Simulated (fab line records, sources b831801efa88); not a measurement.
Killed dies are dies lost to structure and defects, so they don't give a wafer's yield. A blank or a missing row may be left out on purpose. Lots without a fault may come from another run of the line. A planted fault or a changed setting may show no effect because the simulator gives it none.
fab line records | flow gf180mcu
record lots=13 wafers=39 last_day=34
route steps=602 shown NWELL@51 V1@337 M2@364 V2@403
lots that met no fault: from a run of the same line without faults
start_h: hours from the record's first day to the start of the lot's first wafer shown | wait_h: hours since the lot's step before | " the same as in the row above | L1.1+2: a row that stands for several wafers | - no value, or no start given | * or withheld: withheld | < > ~ a bound
route shown NAME@n: a module of which the file shows steps, and the number in the route of the first | usual: mean/standard deviation of fault-free wafers | same: alike in all rows | chamber/n: place in a boat | sites: the reading at each site | _std_site: their standard deviation | _edge_site: outer sites' mean less inner sites' | radius_mm: how far each site lies from the wafer's centre | mask NAME#n: copy n | behind: the tool/chamber that last shaped the wafer | hold: why the lot was held/for how many hours/how that ended | device: the transistor (n, p or np) that didn't switch | end of line: the same wafers' tests at the end of the route | a step without rows: its recipe alone | killed: dies lost to structure and defects at the first sort, not the wafer's yield | map: a wafer's dies, x killed, . not, _ none there
set.NAME: the setting as run; set.NAME@STEP: as run at that earlier step | model.NAME: the simulator's own value behind a step, which no gauge read
steps of the route over a sample of lots; a table a step, a row a wafer
services: from which hour (start_h, from the record's first day; less than 0 if before it) a tool's chamber was out of use, for how many hours, and why
## steps
# step GF_NWELL_IMPLANT_09
# recipe species=P energy_kev=160 dose_cm2=4e+12 tilt_deg=0
# usual dose_ions_cm2=4e+12/4.1e+09 faraday_current_uA=22.6/0.44
# columns lot.wafer tool chamber start_h wait_h dose_ions_cm2 faraday_current_uA
L614.3 implanter-01 0 64.46 0.1 3.998e+12 22.1
L614.4 " 0 " " 3.996e+12 22.1
L614.6 " 0 " " 4.003e+12 22.3
L615.1 implanter-02 0 64.50 0.1 4.005e+12 22.3
L615.2 " 0 " " 3.998e+12 22.7
L615.5 " 0 " " 4.008e+12 23.1
L616.2 implanter-02 0 72.29 0.1 3.995e+12 22.0
L616.5 " 0 " " 4.004e+12 22.2
L616.6 " 0 " " 3.993e+12 22.7
L617.2 implanter-02 0 78.13 0.1 4.01e+12 22.4
L617.3 " 0 " " 4.005e+12 22.7
L617.5 " 0 " " 4.005e+12 22.3
L618.1 implanter-02 0 80.40 0.1 4.006e+12 22.2
L618.4 " 0 " " 4.006e+12 22.2
L618.6 " 0 " " 4.008e+12 22.2
L619.3 implanter-01 0 83.95 0.1 4.004e+12 23.7
L619.4 " 0 " " 3.999e+12 23.1
L619.5 " 0 " " 4.002e+12 22.8
L622.3 implanter-02 0 101.47 0.1 4.004e+12 22.3
L622.4 " 0 " " 3.998e+12 22.5
L622.5 " 0 " " 4.002e+12 22.3
L627.1 implanter-02 0 130.96 0.1 1.69e+12 9.8
L627.5 " 0 " " 1.691e+12 9.9
L627.6 " 0 " " 1.687e+12 9.2
L628.3 implanter-02 0 136.06 0.1 1.692e+12 9.4
L628.4 " 0 " " 1.686e+12 9.7
L628.5 " 0 " " 1.692e+12 9.6
L631.1 implanter-01 0 148.35 0.1 3.995e+12 22.3
L631.2 " 0 " " 3.998e+12 22.8
L631.3 " 0 " " 4e+12 23.3
L633.2 implanter-04 0 159.43 0.1 4.002e+12 22.3
L633.3 " 0 " " 4.002e+12 23.0
L633.5 " 0 " " 4.002e+12 22.2
L634.1 implanter-01 0 165.01 0.1 3.995e+12 22.7
L634.2 " 0 " " 3.997e+12 22.6
L634.4 " 0 " " 4e+12 22.6
L635.1 implanter-01 0 169.90 0.1 4.002e+12 22.9
L635.2 " 0 " " 4.003e+12 22.3
L635.4 " 0 " " 4.006e+12 22.9
# step GF_VT_IMPLANT_RS_MEAS_47
# recipe thk_meas_gauge=four-point-probe
# usual NWELL_RS=487.7/1.4
# columns lot.wafer tool chamber start_h wait_h NWELL_RS[ohm/sq]
L614.3 film_metro-04 - 168.77 0.1 487.8
L614.4 " - " " 487.1
L614.6 " - " " 486.8
L615.1 film_metro-01 - 169.30 0.1 489.3
L615.2 " - " " 489.3
L615.5 " - " " 488.6
L616.2 film_metro-04 - 177.35 0.1 485.8
L616.5 " - " " 484.8
L616.6 " - " " 485.3
L617.2 film_metro-04 - 183.71 0.1 486.8
L617.3 " - " " 486.7
L617.5 " - " " 487.3
L618.1 film_metro-01 - 187.65 0.1 487.8
L618.4 " - " " 486.9
L618.6 " - " " 488.8
L619.3 film_metro-02 - 191.59 0.1 485.9
L619.4 " - " " 485.2
L619.5 " - " " 486.8
L622.3 film_metro-02 - 214.22 0.1 488.7
L622.4 " - " " 486.4
L622.5 " - " " 488.0
L627.1 film_metro-02 - 250.13 0.1 537.4
L627.5 " - " " 538.1
L627.6 " - " " 537.1
L628.3 film_metro-01 - 255.29 0.1 542.2
L628.4 " - " " 540.6
L628.5 " - " " 539.9
L631.1 film_metro-01 - 270.05 0.1 488.0
L631.2 " - " " 489.4
L631.3 " - " " 489.3
L633.2 film_metro-01 - 287.46 0.1 490.4
L633.3 " - " " 489.8
L633.5 " - " " 490.2
L634.1 film_metro-02 - 293.30 0.1 488.2
L634.2 " - " " 487.8
L634.4 " - " " 489.0
L635.1 film_metro-04 - 300.45 0.1 486.1
L635.2 " - " " 486.6
L635.4 " - " " 485.8
# step GF_V1_CVD_02
# recipe material=SiO2 target_thk_nm=850 precursor=TEOS temp_c=400 time_s=94.851 rf_w=600
# usual heater_power_outer_w=427/85 heater_power_w=700/110
# columns lot.wafer tool chamber start_h wait_h heater_power_outer_w heater_power_w
L614.3 pecvd-01 0 402.11 0.0 392 664
L614.4 " 2 " " 473 729
L614.6 " 0 " " 415 740
L615.1 pecvd-03 2 403.30 0.1 443 712
L615.2 " 1 " " 340 576
L615.5 " 0 " " 519 751
L616.2 pecvd-01 2 415.45 0.0 477 741
L616.5 " 0 " " 426 759
L616.6 " 2 " " 504 772
L617.2 pecvd-02 0 422.21 0.0 316 538
L617.3 " 0 " " 211 422
L617.5 " 0 " " 255 468
L618.1 pecvd-01 0 427.92 0.1 442 784
L618.4 " 2 " " 407 680
L618.6 " 0 " " 325 613
L619.3 pecvd-02 0 430.02 0.0 251 482
L619.4 " 1 " " 332 594
L619.5 " 2 " " 384 595
L622.3 pecvd-01 2 465.14 0.1 420 653
L622.4 " 2 " " 475 723
L622.5 " 2 " " 503 778
L627.1 pecvd-01 1 511.81 0.1 385 734
L627.5 " 2 " " 475 742
L627.6 " 0 " " 443 761
L628.3 pecvd-03 0 518.04 0.0 612 894
L628.4 " 1 " " 369 612
L628.5 " 2 " " 436 734
L631.1 pecvd-02 0 538.75 0.1 277 505
L631.2 " 1 " " 405 687
L631.3 " 2 " " 429 633
L633.2 pecvd-03 2 559.27 0.0 397 681
L633.3 " 1 " " 352 592
L633.5 " 0 " " 591 867
L634.1 pecvd-02 0 560.99 0.1 254 473
L634.2 " 2 " " 494 721
L634.4 " 0 " " 279 513
L635.1 pecvd-03 0 569.51 0.1 637 922
L635.2 " 2 " " 378 642
L635.4 " 0 " " 521 739
# step GF_M2_SPUTTER_02
# recipe material=AlCu target_thk_nm=450 power_w=10600 time_s=23.9 chamber_pressure_pa=0.4
# usual throttle_valve_pct=30.5/0.76
# columns lot.wafer tool chamber start_h wait_h throttle_valve_pct
L614.3 pvd_sputter-03 - 428.37 0.0 30.3
L614.4 " - " " 31.9
L614.6 " - " " 30.3
L615.1 pvd_sputter-01 - 429.37 0.0 29.8
L615.2 " - " " 29.5
L615.5 " - " " 29.6
L616.2 pvd_sputter-03 - 441.55 0.0 30.2
L616.5 " - " " 30.5
L616.6 " - " " 30.5
L617.2 pvd_sputter-01 - 448.94 0.0 29.3
L617.3 " - " " 29.4
L617.5 " - " " 29.5
L618.1 pvd_sputter-03 - 454.94 0.0 30.5
L618.4 " - " " 31.8
L618.6 " - " " 30.3
L619.3 pvd_sputter-03 - 456.98 0.0 30.6
L619.4 " - " " 30.5
L619.5 " - " " 30.5
L622.3 pvd_sputter-04 - 490.83 0.0 30.8
L622.4 " - " " 31.4
L622.5 " - " " 31.2
L627.1 pvd_sputter-03 - 537.32 0.0 31.9
L627.5 " - " " 31.9
L627.6 " - " " 30.5
L628.3 pvd_sputter-04 - 543.35 0.0 31.2
L628.4 " - " " 31.2
L628.5 " - " " 31.2
L631.1 pvd_sputter-01 - 563.42 0.0 29.6
L631.2 " - " " 30.1
L631.3 " - " " 29.5
L633.2 pvd_sputter-04 - 584.13 0.0 31.5
L633.3 " - " " 30.7
L633.5 " - " " 30.8
L634.1 pvd_sputter-03 - 585.10 0.0 30.3
L634.2 " - " " 30.5
L634.4 " - " " 32.1
L635.1 pvd_sputter-01 - 593.67 0.0 29.6
L635.2 " - " " 30.3
L635.4 " - " " 29.5
# step GF_V2_SPUTTER_21
# recipe material=Ti target_thk_nm=15 chamber_pressure_pa=5 power_w=2500 substrate_temp_c=200 time_s=80.02
# usual throttle_valve_pct=30.5/0.73
# columns lot.wafer tool chamber start_h wait_h throttle_valve_pct
L614.3 pvd_sputter-04 - 480.47 0.0 30.9
L614.4 " - " " 31.0
L614.6 " - " " 30.9
L615.1 pvd_sputter-01 - 481.16 0.0 29.7
L615.2 " - " " 30.2
L615.5 " - " " 30.0
L616.2 pvd_sputter-04 - 493.07 0.0 31.0
L616.5 " - " " 31.3
L616.6 " - " " 31.0
L617.2 pvd_sputter-02 - 499.54 0.0 29.6
L617.3 " - " " 30.7
L617.5 " - " " 31.1
L618.1 pvd_sputter-02 - 504.51 0.0 29.4
L618.4 " - " " 30.4
L618.6 " - " " 29.6
L619.3 pvd_sputter-02 - 506.63 0.0 29.5
L619.4 " - " " 31.3
L619.5 " - " " 30.7
L622.3 pvd_sputter-04 - 540.62 0.0 31.1
L622.4 " - " " 31.2
L622.5 " - " " 31.3
L627.1 pvd_sputter-02 - 583.74 0.0 30.8
L627.5 " - " " 29.5
L627.6 " - " " 31.2
L628.3 pvd_sputter-01 - 589.45 0.0 29.2
L628.4 " - " " 29.3
L628.5 " - " " 29.3
L631.1 pvd_sputter-01 - 607.79 0.0 29.8
L631.2 " - " " 29.6
L631.3 " - " " 30.3
L633.2 pvd_sputter-04 - 627.49 0.0 31.3
L633.3 " - " " 30.8
L633.5 " - " " 31.3
L634.1 pvd_sputter-02 - 629.68 0.0 30.4
L634.2 " - " " 31.1
L634.4 " - " " 29.3
L635.1 pvd_sputter-01 - 636.36 0.0 29.6
L635.2 " - " " 29.5
L635.4 " - " " 30.0
## services
# columns tool chamber start_h hours kind
implanter-02 - 40.51 9.2 repair
pvd_sputter-01 - 73.83 6.3 repair
pvd_sputter-01 - 73.97 1.3 repair
pvd_sputter-01 - 81.23 3.2 repair
pvd_sputter-01 - 87.35 1.3 repair
implanter-02 - 147.82 4.0 pm
pvd_sputter-03 - 152.11 3.2 repair
implanter-02 - 155.31 11.8 pm
pvd_sputter-04 - 172.33 10.4 repair
pvd_sputter-01 - 175.27 9.5 repair
implanter-02 - 212.05 24.7 pm
pvd_sputter-03 - 245.79 5.3 repair
pvd_sputter-04 - 247.28 46.3 repair
pvd_sputter-04 - 260.81 5.1 repair
pvd_sputter-04 - 317.86 5.9 repair
implanter-02 - 329.51 5.8 repair
pvd_sputter-01 - 378.25 1.2 repair
pvd_sputter-03 - 443.05 3.8 repair
pvd_sputter-03 - 479.00 2.3 repair
implanter-02 - 484.80 2.8 pm
pvd_sputter-01 - 490.14 5.4 repair
pvd_sputter-03 - 524.22 0.6 repair
implanter-02 - 620.77 6.7 repair
implanter-02 - 635.01 1.3 repair
## key
first_sign step=GF_NWELL_IMPLANT_09 reading=dose_ions_cm2 direction=down sigmas=99+ usual=4e+12 struck=1.69e+12
effect step=GF_NWELL_IMPLANT_09 reading=faraday_current_uA direction=down sigmas=29 usual=22.6 struck=9.6
effect step=GF_VT_IMPLANT_RS_MEAS_47 reading=NWELL_RS direction=up sigmas=37 usual=487.7 struck=539.2
met_at GF_NWELL_IMPLANT_09
struck_lots L627,L628
tester_left_out L627,L628
not_acting_at GF_V1_CVD_02,GF_M2_SPUTTER_02,GF_V2_SPUTTER_21
onset_between 101.47 130.96
fault kind=process_parameter_drift tool=implanter-02 chamber=- onset_h=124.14 steps=GF_NWELL_IMPLANT_09 channel=dose_cm2 offset=-2.3092e+12 shape=step end_h=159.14 acts_in=these_recipes_only stated=4e+12
# tester_left_out: of these lots the tester's yield and bins aren't shown, on N5 and GAA mostly nor the transistor test; their killed dies are dies lost to structure and defects alone, not to doping, threshold or leakage, so they don't give the yield
